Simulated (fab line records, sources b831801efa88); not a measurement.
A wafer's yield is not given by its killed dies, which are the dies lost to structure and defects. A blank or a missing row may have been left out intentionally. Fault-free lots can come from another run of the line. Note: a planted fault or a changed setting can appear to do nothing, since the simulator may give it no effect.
Code-filled problem report in 8D (eight disciplines) form / flow sky130 / the parts of the form that need people (team, actions taken, sign-off) are left out

1. THE ISSUE
Mean CAP2M_TIN_RS at SKY_CAP2M_RS_MEAS_03: 7.91 ohm/sq over 6 wafers in 2 lots; fault-free wafers: 6.89 ohm/sq, standard deviation 0.1. That puts it +10 standard deviations away from the usual mean.
The step: measures by four-point-probe.
First observed at day 45 13:43: wafer L117.3, on film metro-02. The record has a number at this step for 27 wafers belonging to 9 lots. Rule for "out" (also "out of limits"): further than 4 standard deviations from the usual mean. The rest of the wafers with a number are treated as sound.

2. WHAT IT IS, AND WHAT IT ISN'T
question=which readings at this step | is=CAP2M_TIN_RS | is not=-
question=which lots | is=L117, L118 | is not=L101, L108, L109, L110, L112, L114, L123
question=which wafers of those lots | is=all that have a number | is not=-
question=read on which gauges | is=film metro-02 | is not=film metro-03, film metro-04
question=when | is=from day 45 13:43 | is not=up to then (18 sound wafers); but 3 sound wafers of L123 came after

3. THE SUSPECTS, EACH WITH WHAT RULES IT OUT
Counting: a tool at any process step up to the reading remains a suspect when it ran all the lots that are out and ran no sound lot after the first of those.
- the gauge at SKY_CAP2M_RS_MEAS_03 is ruled out. All the wafers that are out were read on film metro-02, but those of them that SKY_CAP2M_SPUTTER_02 has rows for are out there too, on other tools.
- rie metal-03 at SKY_METAL3_DESCUM_15 (chemistry O2, time 8 s): kept. It ran every lot that is out, first L117 (day 44 12:10), and no sound lot after that; its last sound lot up to then is L108 (day 41 18:05).
- rie metal-03 at SKY_METAL3_ETCH_16 (etches BARC in N2/H2, stops on SiO2, time 88.2 s, target depth 60 nm): kept. It ran every lot that is out, first L117 (day 44 12:17), and no sound lot after that; its last sound lot up to then is L108 (day 41 18:07).
- pvd sputter-04 at SKY_CAP2M_SPUTTER_02 (material TiN, target thk 200 nm, time 166.7 s): kept. It ran every lot that is out, first L117 (day 45 13:34), and no sound lot after that; its last sound lot up to then is L114 (day 44 19:15). Its own readings are out on those wafers: cathode dc power W.
The count leaves rie metal-03 at SKY_METAL3_DESCUM_15, rie metal-03 at SKY_METAL3_ETCH_16, and pvd sputter-04 at SKY_CAP2M_SPUTTER_02.

4. THE CAUSE (what the simulator had put in)
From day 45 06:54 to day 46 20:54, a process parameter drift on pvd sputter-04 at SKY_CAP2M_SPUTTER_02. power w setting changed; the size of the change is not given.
This tool is one of the 3 suspects left after counting.

5. SEQUENCE OF EFFECTS, ordered by route
Each row: a reading where the mean over the struck wafers with a number is more than 3 standard deviations away from the usual. Only readings whose record carries a usual standard deviation are examined. hours: median over the lots of the time between each lot's start at the first step of this table that gives one and its start at this step. sigmas: the change, counted in usual standard deviations.
hours=0; step=SKY_CAP2M_SPUTTER_02; reading=cathode dc power W; usual=6500.0 W; on struck wafers=5638.1; change=-861.9; sigmas=-99 or more
hours=0; step=SKY_CAP2M_RS_MEAS_03; reading=CAP2M_TIN_RS; usual=6.89 ohm/sq; on struck wafers=7.91; change=+1.02; sigmas=+10
hours=0; step=SKY_CAP2M_THK_MEAS_04; reading=CAP2M_TIN_THK; usual=196 nm; on struck wafers=171; change=-25; sigmas=-7.6
hours=22; step=SKY_CAP2M_METAL_ETCH_13; reading=oes product au; usual=0.943 a.u.; on struck wafers=0.872; change=-0.071; sigmas=-7.7
hours=22; step=SKY_CAP2M_METAL_ETCH_13; reading=throttle valve pct; usual=21.900 %; on struck wafers=21.948; change=+0.048; sigmas=+4.8
Its process steps:
- SKY_CAP2M_SPUTTER_02: material TiN, target thk 200 nm, time 166.7 s.
- SKY_CAP2M_METAL_ETCH_13: etches TiN in Cl2/BCl3, stops on SiO2, target depth 220 nm, time 62.9 s.

6. WHAT WOULD HAVE CAUGHT IT SOONER
The first out-of-limits reading at a measuring or inspecting step in this record came at day 45 13:43, 7 hours after the fault's start at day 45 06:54.
At SKY_CAP2M_SPUTTER_02, the tool's own readings (cathode dc power W) were out on each struck wafer the step has a row for, so an alarm limit on them would have fired on the first such wafer.
Lots out: 2; of these, L118 started SKY_CAP2M_SPUTTER_02 on pvd sputter-04 after day 45 13:43. Putting the tool on hold at that point would have spared it.
